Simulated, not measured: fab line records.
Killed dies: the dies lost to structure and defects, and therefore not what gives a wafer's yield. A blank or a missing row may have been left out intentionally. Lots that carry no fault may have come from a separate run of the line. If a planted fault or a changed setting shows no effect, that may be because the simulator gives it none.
fab line records | flow sky130
record lots=11 | wafers=33 | last_day=50
route steps=708 shown VIA1@474 METAL3@563 METAL4@600 PAD_OPEN@708
lots that met no fault: taken from a fault-free run of the same line
start_h: hours from the record's opening day to when the first of the lot's shown wafers began | wait_h: time in hours since the lot's previous step | " repeats the value in the row above | L1.1+2: a row that stands for several wafers | - no value present, or no start provided | * or withheld: withheld | < > ~ a bound
route shown NAME@n: names a module that has steps shown in the file, with the first one's number in the route | usual: mean/standard deviation of fault-free wafers | same: alike in all rows | chamber/n: place in a boat | sites: per-site readings | _std_site: standard deviation of those values | _edge_site: the outer-site mean with the inner-site mean subtracted | radius_mm: for every site, how far away it sits from the centre of the wafer | mask NAME#n: copy n | behind: the last tool/chamber to shape the wafer | hold: cause of the lot's hold/its duration in hours/its outcome | device: whichever transistor did not switch (one of n, p or np) | end of line: the tests these same wafers got at the end of their route | a step given without rows: its recipe and nothing more | killed: dies that structure and defects cost at the first sort, which is not the same as the wafer's yield | map: a wafer's dies, x killed, . not, _ none there
set.NAME: the setting as run; set.NAME@STEP: as run at that earlier step | model.NAME: the simulator's own value behind a step, which no gauge read
route steps across a sampled set of lots; one table per step, one row per wafer
services: from which hour (start_h, from the record's first day; less than 0 if before it) a tool's chamber was out of use, for how many hours, and why
## steps
# step SKY_VIA1_STRIP_16
# recipe chemistry=O2/N2 | power_w=1400 | pressure_mtorr=1500 | platen_temp_c=withheld | o2_flow_sccm=3000 | n2_flow_sccm=300 | overash_fraction=0.5
# usual drypump_motor_current_A=5.4/0.41 | oes_product_au=0.416/0.0048 | strip_time_to_endpoint_s=4.459/0.021
lot.wafer | tool            | chamber | start_h | wait_h | drypump_motor_current_A | oes_product_au | rf_hours_counter_h | strip_time_to_endpoint_s
L217.3    | plasma_asher-01 | 0       | 799.65  | 0.1    | 5.1                     | 0.417          | -                  | 4.456
L217.5    | "               | 1       | "       | "      | 5.0                     | 0.419          | -                  | 4.431
L217.6    | "               | 0       | "       | "      | 5.1                     | 0.404          | -                  | 4.457
L220.2    | plasma_asher-03 | 0       | 810.72  | 0.0    | 6.1                     | 0.414          | 6                  | 4.446
L220.3    | "               | 0       | "       | "      | 6.1                     | 0.416          | -                  | 4.476
L220.4    | "               | 1       | "       | "      | 5.3                     | 0.422          | -                  | 4.453
L221.1    | plasma_asher-03 | 0       | 829.27  | 0.0    | 6.1                     | 0.419          | 8                  | 4.502
L221.2    | "               | 1       | "       | "      | 5.3                     | 0.418          | 8                  | 4.464
L221.6    | "               | 0       | "       | "      | 6.1                     | 0.406          | -                  | 4.489
L225.3    | plasma_asher-03 | 0       | 855.24  | 0.1    | 6.1                     | 0.419          | -                  | 4.469
L225.4    | "               | 1       | "       | "      | 5.3                     | 0.419          | -                  | 4.464
L225.6    | "               | 1       | "       | "      | 5.3                     | 0.417          | -                  | 4.465
L230.1    | plasma_asher-01 | 1       | 891.70  | 0.0    | 5.0                     | 0.411          | 48                 | 4.457
L230.2    | "               | 0       | "       | "      | 5.1                     | 0.420          | 48                 | 4.466
L230.5    | "               | 0       | "       | "      | 5.1                     | 0.409          | -                  | 4.458
L229.4    | plasma_asher-01 | 1       | 895.56  | 0.1    | 5.0                     | 0.418          | -                  | 4.477
L229.5    | "               | 1       | "       | "      | 5.0                     | 0.412          | -                  | 4.456
L229.6    | "               | 0       | "       | "      | 5.1                     | 0.421          | -                  | 4.471
L232.1    | plasma_asher-02 | 0       | 908.20  | 0.0    | 4.9                     | 0.411          | 111                | 4.443
L232.2    | "               | 1       | "       | "      | 5.7                     | 0.414          | 111                | 4.466
L232.6    | "               | 0       | "       | "      | 4.9                     | 0.419          | -                  | 4.456
L233.2    | plasma_asher-01 | 0       | 913.01  | 0.0    | 5.0                     | 0.417          | 50                 | 4.455
L233.3    | "               | 1       | "       | "      | 5.0                     | 0.412          | -                  | 4.439
L233.6    | "               | 1       | "       | "      | 5.0                     | 0.421          | -                  | 4.445
L238.1    | plasma_asher-03 | 1       | 947.87  | 0.0    | 5.3                     | 0.412          | 18                 | 4.410
L238.2    | "               | 0       | "       | "      | 6.1                     | 0.424          | 18                 | 4.422
L238.5    | "               | 1       | "       | "      | 5.3                     | 0.413          | -                  | 4.425
L239.3    | plasma_asher-03 | 1       | 956.80  | 0.1    | 5.2                     | 0.425          | -                  | 4.486
L239.5    | "               | 0       | "       | "      | 6.1                     | 0.421          | -                  | 4.495
L239.6    | "               | 1       | "       | "      | 5.3                     | 0.417          | -                  | 4.463
L240.2    | plasma_asher-03 | 0       | 958.40  | 0.0    | 6.1                     | 0.418          | 19                 | 4.457
L240.4    | "               | 1       | "       | "      | 5.3                     | 0.422          | -                  | 4.449
L240.5    | "               | 1       | "       | "      | 5.3                     | 0.423          | -                  | 4.453
# step SKY_METAL3_CD_MEAS_13
# recipe target_cd_nm=300
# usual cd_nm=300.3/1.4
lot.wafer | tool      | chamber | start_h | wait_h | cd_nm
L217.3    | cd_sem-02 | -       | 909.09  | -      | 303.7
L217.5    | "         | -       | "       | "      | 302.0
L217.6    | "         | -       | "       | "      | 302.2
L220.2    | cd_sem-02 | -       | 919.25  | -      | 300.6
L220.3    | "         | -       | "       | "      | 299.9
L220.4    | "         | -       | "       | "      | 299.7
L221.1    | cd_sem-02 | -       | 936.66  | -      | 300.5
L221.2    | "         | -       | "       | "      | 299.4
L221.6    | "         | -       | "       | "      | 299.8
L225.3    | cd_sem-02 | -       | 959.17  | -      | 299.7
L225.4    | "         | -       | "       | "      | 301.9
L225.6    | "         | -       | "       | "      | 299.8
L230.1    | cd_sem-01 | -       | 995.36  | -      | 300.4
L230.2    | "         | -       | "       | "      | 299.2
L230.5    | "         | -       | "       | "      | 301.6
L229.4    | cd_sem-02 | -       | 996.72  | -      | 300.3
L229.5    | "         | -       | "       | "      | 299.2
L229.6    | "         | -       | "       | "      | 298.2
L232.1    | cd_sem-01 | -       | 1009.27 | -      | 301.4
L232.2    | "         | -       | "       | "      | 299.0
L232.6    | "         | -       | "       | "      | 301.0
L233.2    | cd_sem-01 | -       | 1014.44 | -      | 298.3
L233.3    | "         | -       | "       | "      | 300.2
L233.6    | "         | -       | "       | "      | 299.0
L238.1    | cd_sem-02 | -       | 1045.83 | -      | 300.0
L238.2    | "         | -       | "       | "      | 301.7
L238.5    | "         | -       | "       | "      | 301.0
L239.3    | cd_sem-01 | -       | 1053.61 | -      | 302.5
L239.5    | "         | -       | "       | "      | 302.1
L239.6    | "         | -       | "       | "      | 303.9
L240.2    | cd_sem-01 | -       | 1056.19 | -      | 300.9
L240.4    | "         | -       | "       | "      | 301.3
L240.5    | "         | -       | "       | "      | 301.2
# step SKY_METAL3_OVL_MEAS_14
# usual METAL3_OVL=-3/6.1
lot.wafer | tool       | chamber | start_h | wait_h | METAL3_OVL[nm]
L217.3    | overlay-02 | -       | 909.19  | 0.1    | -2
L217.5    | "          | -       | "       | "      | 3
L217.6    | "          | -       | "       | "      | -2
L220.2    | overlay-02 | -       | 919.35  | 0.1    | -1
L220.3    | "          | -       | "       | "      | -3
L220.4    | "          | -       | "       | "      | -12
L221.1    | overlay-01 | -       | 936.78  | 0.1    | -7
L221.2    | "          | -       | "       | "      | -12
L221.6    | "          | -       | "       | "      | -8
L225.3    | overlay-02 | -       | 959.26  | 0.1    | 10
L225.4    | "          | -       | "       | "      | 3
L225.6    | "          | -       | "       | "      | 10
L230.1    | overlay-01 | -       | 995.48  | 0.1    | -3
L230.2    | "          | -       | "       | "      | -2
L230.5    | "          | -       | "       | "      | -1
L229.4    | overlay-01 | -       | 996.80  | 0.1    | -5
L229.5    | "          | -       | "       | "      | -6
L229.6    | "          | -       | "       | "      | -1
L232.1    | overlay-01 | -       | 1009.39 | 0.1    | 1
L232.2    | "          | -       | "       | "      | -5
L232.6    | "          | -       | "       | "      | -2
L233.2    | overlay-02 | -       | 1014.54 | 0.1    | 2
L233.3    | "          | -       | "       | "      | 4
L233.6    | "          | -       | "       | "      | 3
L238.1    | overlay-02 | -       | 1045.95 | 0.1    | -6
L238.2    | "          | -       | "       | "      | 0
L238.5    | "          | -       | "       | "      | -8
L239.3    | overlay-01 | -       | 1053.70 | 0.1    | -7
L239.5    | "          | -       | "       | "      | -15
L239.6    | "          | -       | "       | "      | -12
L240.2    | overlay-01 | -       | 1056.29 | 0.1    | -3
L240.4    | "          | -       | "       | "      | -6
L240.5    | "          | -       | "       | "      | -9
# step SKY_METAL4_SPUTTER_02
# recipe material=AlCu | target_thk_nm=735 | power_w=10600 | time_s=39.1 | chamber_pressure_pa=0.4
# usual throttle_valve_pct=30.0/0.95
lot.wafer | tool           | chamber | start_h | wait_h | throttle_valve_pct
L217.3    | pvd_sputter-02 | -       | 937.02  | 0.0    | 30.1
L217.5    | "              | -       | "       | "      | 30.1
L217.6    | "              | -       | "       | "      | 29.5
L220.2    | pvd_sputter-01 | -       | 947.66  | 0.0    | 30.2
L220.3    | "              | -       | "       | "      | 31.5
L220.4    | "              | -       | "       | "      | 29.8
L221.1    | pvd_sputter-04 | -       | 963.78  | 0.0    | 28.6
L221.2    | "              | -       | "       | "      | 29.7
L221.6    | "              | -       | "       | "      | 28.6
L225.3    | pvd_sputter-01 | -       | 986.23  | 0.0    | 30.9
L225.4    | "              | -       | "       | "      | 31.4
L225.6    | "              | -       | "       | "      | 31.4
L230.1    | pvd_sputter-04 | -       | 1021.99 | 0.0    | 30.3
L230.2    | "              | -       | "       | "      | 28.6
L230.5    | "              | -       | "       | "      | 28.7
L229.4    | pvd_sputter-04 | -       | 1023.87 | 0.0    | 28.8
L229.5    | "              | -       | "       | "      | 29.4
L229.6    | "              | -       | "       | "      | 30.6
L232.1    | pvd_sputter-02 | -       | 1034.96 | 0.0    | 29.9
L232.2    | "              | -       | "       | "      | 30.1
L232.6    | "              | -       | "       | "      | 28.1
L233.2    | pvd_sputter-01 | -       | 1040.38 | 0.0    | 31.7
L233.3    | "              | -       | "       | "      | 31.2
L233.6    | "              | -       | "       | "      | 31.6
L238.1    | pvd_sputter-02 | -       | 1070.43 | 0.0    | 30.1
L238.2    | "              | -       | "       | "      | 29.9
L238.5    | "              | -       | "       | "      | 29.9
L239.3    | pvd_sputter-02 | -       | 1078.59 | 0.0    | 29.3
L239.5    | "              | -       | "       | "      | 28.5
L239.6    | "              | -       | "       | "      | 29.9
L240.2    | pvd_sputter-04 | -       | 1081.09 | 0.0    | 30.6
L240.4    | "              | -       | "       | "      | 29.8
L240.5    | "              | -       | "       | "      | 30.6
# step SKY_METAL4_METAL_ETCH_18
# recipe target_depth_a=8450 | stop_on=SiO2 | over_etch_frac=0.3 | time_s=183.1 | chemistry=Cl2/BCl3 | resist_sidewall_deg=88 | pressure_mtorr=10 | icp_w=900 | bias_w=48.5 | Cl2_flow_sccm=60 | bcl3_flow_sccm=30
# usual drypump_motor_current_A=5.9/0.33 | mfc_cl2_sccm=60.00/0.18 | oes_product_au=0.867/0.0063 | throttle_valve_pct=22.265/0.0084
lot.wafer | tool         | chamber | start_h | wait_h | drypump_motor_current_A | mfc_cl2_sccm | oes_product_au | rf_hours_counter_h | throttle_valve_pct
L217.3    | rie_metal-01 | 0       | 986.14  | 0.1    | 6.0                     | 60.16        | 0.869          | -                  | 22.262
L217.5    | "            | 0       | "       | "      | 6.0                     | 60.10        | 0.877          | -                  | 22.263
L217.6    | "            | 1       | "       | "      | 6.3                     | 60.00        | 0.860          | -                  | 22.254
L220.2    | rie_metal-01 | 0       | 995.27  | 0.0    | 6.0                     | 59.93        | 0.865          | 3                  | 22.272
L220.3    | "            | 1       | "       | "      | 6.3                     | 59.96        | 0.869          | -                  | 22.267
L220.4    | "            | 0       | "       | "      | 6.0                     | 60.00        | 0.873          | -                  | 22.265
L221.1    | rie_metal-04 | 1       | 1010.57 | 0.0    | 5.6                     | 60.01        | 0.867          | 15                 | 22.282
L221.2    | "            | 1       | "       | "      | 5.6                     | 60.22        | 0.864          | -                  | 22.268
L221.6    | "            | 1       | "       | "      | 5.6                     | 59.98        | 0.865          | -                  | 22.270
L225.3    | rie_metal-02 | 0       | 1033.07 | 0.1    | 6.2                     | 60.23        | 0.872          | -                  | 22.254
L225.4    | "            | 1       | "       | "      | 6.1                     | 59.98        | 0.864          | -                  | 22.275
L225.6    | "            | 1       | "       | "      | 6.1                     | 60.32        | 0.866          | -                  | 22.257
L230.1    | rie_metal-04 | 1       | 1066.16 | 0.0    | 5.7                     | 59.97        | 0.866          | 19                 | 22.259
L230.2    | "            | 0       | "       | "      | 5.3                     | 60.22        | 1.008          | 20                 | 22.271
L230.5    | "            | 1       | "       | "      | 5.6                     | 59.82        | 0.991          | -                  | 22.277
L229.4    | rie_metal-02 | 0       | 1069.04 | 0.2    | 6.2                     | 59.96        | 0.987          | -                  | 22.270
L229.5    | "            | 0       | "       | "      | 6.3                     | 59.85        | 0.857          | -                  | 22.249
L229.6    | "            | 0       | "       | "      | 6.2                     | 60.11        | 0.857          | -                  | 22.259
L232.1    | rie_metal-02 | 0       | 1079.61 | 0.0    | 6.2                     | 59.55        | 0.860          | 20                 | 22.263
L232.2    | "            | 0       | "       | "      | 6.2                     | 59.94        | 0.857          | -                  | 22.261
L232.6    | "            | 0       | "       | "      | 6.2                     | 59.90        | 0.867          | -                  | 22.278
L233.2    | rie_metal-02 | 0       | 1085.09 | 0.1    | 6.2                     | 60.03        | 0.858          | -                  | 22.268
L233.3    | "            | 0       | "       | "      | 6.2                     | 60.15        | 0.869          | -                  | 22.266
L233.6    | "            | 0       | "       | "      | 6.2                     | 60.17        | 0.870          | -                  | 22.278
L238.1    | rie_metal-02 | 0       | 1111.88 | 0.0    | 6.2                     | 59.98        | 0.875          | 23                 | 22.260
L238.2    | "            | 1       | "       | "      | 6.1                     | 60.28        | 0.872          | 17                 | 22.272
L238.5    | "            | 0       | "       | "      | 6.2                     | 60.04        | 0.866          | -                  | 22.265
L239.3    | rie_metal-04 | 1       | 1120.03 | 0.1    | 5.6                     | 59.97        | 0.854          | -                  | 22.254
L239.5    | "            | 1       | "       | "      | 5.6                     | 59.79        | 0.864          | -                  | 22.286
L239.6    | "            | 0       | "       | "      | 5.3                     | 59.82        | 0.869          | -                  | 22.271
L240.2    | rie_metal-02 | 0       | 1122.23 | 0.0    | 6.1                     | 60.12        | 0.856          | 24                 | 22.272
L240.4    | "            | 1       | "       | "      | 6.1                     | 60.25        | 0.877          | -                  | 22.269
L240.5    | "            | 1       | "       | "      | 6.1                     | 60.12        | 0.854          | -                  | 22.251
# step SKY_PAD_OPEN_PROBE_99
# usual defect_limited_yield=82.4/2.1 | killed_at_M0_to_M3=44/7.3 | killed_at_M4_up=3.0/1.9 | killed_at_contacts=24/5 | killed_at_front_end=16/4.5 | killed_at_other=0.3/0.46 | killed_dies=87/10 | killed_on_rim=17/3.5 | killed_open=47/8.3 | killed_short=39/6.4 | sort_bin_3_pad_short=0.8/0.43 | sort_bin_5_function=10.5/1.6 | sort_bin_6_memory=6.3/1.1 | sort_n_pass=405/10 | sort_yield_pct=82.4/2.1
# same gross_dies=492 | killed_at_back_side=0 | sort_bin_4_leakage[%]=0 | sort_bin_8_speed[%]=0
lot.wafer | tool      | chamber | start_h | wait_h | defect_limited_yield[%] | killed_at_M0_to_M3 | killed_at_M4_up | killed_at_contacts | killed_at_front_end | killed_at_other | killed_dies | killed_on_rim | killed_open | killed_short | sort_bin_3_pad_short[%] | sort_bin_5_function[%] | sort_bin_6_memory[%] | sort_n_pass | sort_yield_pct[%]
L230.1    | prober-01 | -       | 1150.94 | 0.1    | 83.5                    | 38                 | 3               | 21                 | 19                  | 0               | 81          | 17            | 41          | 40           | 1.0                     | 9.3                    | 6.1                  | 411         | 83.5
L230.2    | prober-01 | -       | 1150.99 | 0.1    | 0                       | 34                 | 408             | 30                 | 20                  | 0               | 492         | 96            | 53          | 33           | 0.2                     | 92.9                   | 6.9                  | 0           | 0
L230.5    | prober-01 | -       | 1151.14 | 0.2    | 0                       | 40                 | 417             | 22                 | 12                  | 1               | 492         | 96            | 41          | 36           | 0.2                     | 95.1                   | 4.7                  | 0           | 0
L229.4    | prober-01 | -       | 1154.77 | 0.2    | 0                       | 59                 | 392             | 22                 | 18                  | 1               | 492         | 96            | 58          | 44           | 0.8                     | 93.1                   | 6.1                  | 0           | 0
L229.5    | prober-01 | -       | 1154.82 | 0.2    | 82.7                    | 44                 | 3               | 22                 | 15                  | 1               | 85          | 17            | 33          | 52           | 0.6                     | 9.1                    | 7.5                  | 407         | 82.7
L229.6    | prober-01 | -       | 1154.87 | 0.2    | 82.1                    | 50                 | 4               | 17                 | 17                  | 0               | 88          | 16            | 42          | 46           | 0.4                     | 10.6                   | 6.9                  | 404         | 82.1
L233.6    | prober-01 | -       | 1166.48 | 0.2    | 80.7                    | 54                 | 1               | 28                 | 12                  | 0               | 95          | 22            | 56          | 39           | 0.6                     | 11.6                   | 7.1                  | 397         | 80.7
# killed by level:class
L230.1 VIA1:geometric_particle:open=11 LI_CONTACT:geometric_particle:open=7 FIELD_ISO:geometric_particle:short=6 METAL2:geometric_particle:short=6 VIA2:geometric_particle:open=6 CONTACT:geometric_particle:open=5 VIA1:geometric_particle:short=5 POLY_GATE:geometric_particle:short=4
L230.2 METAL4:area_etch=406 CONTACT:geometric_particle:open=17 POLY_GATE:geometric_particle:open=7 LI_CONTACT:geometric_particle:open=6 VIA1:geometric_particle:open=6 POLY_GATE:geometric_particle:short=5 LOCAL_INTERCONNECT:geometric_particle:short=5 VIA3:geometric_particle:open=5
L230.5 METAL4:area_etch=415 VIA1:geometric_particle:short=8 POLY_GATE:geometric_particle:open=7 CONTACT:geometric_particle:short=7 CONTACT:geometric_particle:open=7 VIA3:geometric_particle:open=6 VIA1:geometric_particle:open=5 VIA2:geometric_particle:open=5
L229.4 METAL4:area_etch=390 CONTACT:geometric_particle:open=12 VIA3:geometric_particle:open=12 VIA1:geometric_particle:open=10 METAL1:geometric_particle:short=10 VIA2:geometric_particle:open=7 FIELD_ISO:geometric_particle:short=5 METAL2:geometric_particle:short=5
L229.5 VIA1:geometric_particle:short=9 LI_CONTACT:geometric_particle:open=7 VIA2:geometric_particle:open=6 METAL1:geometric_particle:short=6 FIELD_ISO:geometric_particle:short=5 VIA3:geometric_particle:open=5 CONTACT:geometric_particle:short=5 VIA2:geometric_particle:short=5
L229.6 METAL1:geometric_particle:short=14 VIA3:geometric_particle:open=10 CONTACT:geometric_particle:open=7 VIA2:geometric_particle:open=6 VIA1:geometric_particle:open=6 FIELD_ISO:geometric_particle:short=5 POLY_GATE:geometric_particle:short=5 LOCAL_INTERCONNECT:geometric_particle:short=4
L233.6 CONTACT:geometric_particle:open=12 VIA1:geometric_particle:open=12 VIA3:geometric_particle:open=9 VIA2:geometric_particle:open=7 METAL1:geometric_particle:short=6 VIA1:geometric_particle:short=6 LI_CONTACT:geometric_particle:open=5 VIA3:geometric_particle:short=4
## services
tool            | chamber | start_h | hours | kind
rie_metal-02    | -       | 782.37  | 0.8   | repair
plasma_asher-03 | -       | 798.01  | 4.9   | repair
plasma_asher-01 | -       | 800.89  | 0.4   | repair
pvd_sputter-02  | -       | 837.47  | 10.3  | repair
pvd_sputter-04  | -       | 843.62  | 0.5   | repair
plasma_asher-03 | -       | 871.62  | 6.3   | repair
plasma_asher-03 | -       | 877.91  | 10.0  | pm
pvd_sputter-02  | -       | 880.16  | 4.3   | repair
plasma_asher-03 | -       | 889.36  | 1.4   | repair
pvd_sputter-02  | -       | 892.28  | 0.5   | repair
pvd_sputter-04  | -       | 905.67  | 3.5   | repair
plasma_asher-01 | -       | 916.76  | 1.6   | repair
pvd_sputter-02  | -       | 919.71  | 5.0   | repair
rie_metal-02    | 0       | 1000.76 | 2.1   | repair
rie_metal-02    | 1       | 1002.37 | 5.3   | repair
plasma_asher-03 | -       | 1006.89 | 6.4   | repair
plasma_asher-03 | -       | 1013.32 | 2.8   | pm
plasma_asher-03 | -       | 1017.33 | 1.6   | repair
plasma_asher-03 | -       | 1018.53 | 10.4  | repair
rie_metal-02    | 1       | 1039.03 | 55.6  | repair
plasma_asher-03 | -       | 1040.47 | 14.6  | pm
plasma_asher-03 | -       | 1084.63 | 0.3   | repair
rie_metal-02    | 0       | 1087.64 | 10.5  | repair
rie_metal-02    | -       | 1103.74 | 0.8   | repair
## key
first_sign step=SKY_METAL4_METAL_ETCH_18 | reading=oes_product_au | direction=up | sigmas=20 | usual=0.867 | struck=0.995
effect step=SKY_PAD_OPEN_PROBE_99 | reading=killed_at_M4_up | direction=up | sigmas=99+ | usual=3.0 | struck=405.7
more_kills_born_at SKY_METAL4_METAL_ETCH_18@rie_metal-04=821 | SKY_METAL4_METAL_ETCH_18@rie_metal-02=390
met_at SKY_METAL4_SPUTTER_02
struck_lots L229,L230
struck_wafers L229.4,L230.2,L230.5
later_rows_left_out L229.4,L230.2,L230.5
not_acting_at SKY_VIA1_STRIP_16,SKY_METAL3_CD_MEAS_13,SKY_METAL3_OVL_MEAS_14
onset_between 963.78 1021.99
fault kind=process_parameter_drift | tool=pvd_sputter-04 | chamber=- | onset_h=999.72 | steps=SKY_METAL4_SPUTTER_02 | channel=target_thk_nm | offset=565.92 | shape=step | end_h=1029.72 | acts_in=these_recipes_only | stated=735 | scope=struck_wafers_only
# later_rows_left_out: the simulator's readings of these wafers behind a module that went badly wrong aren't trusted and aren't shown, but for the sort
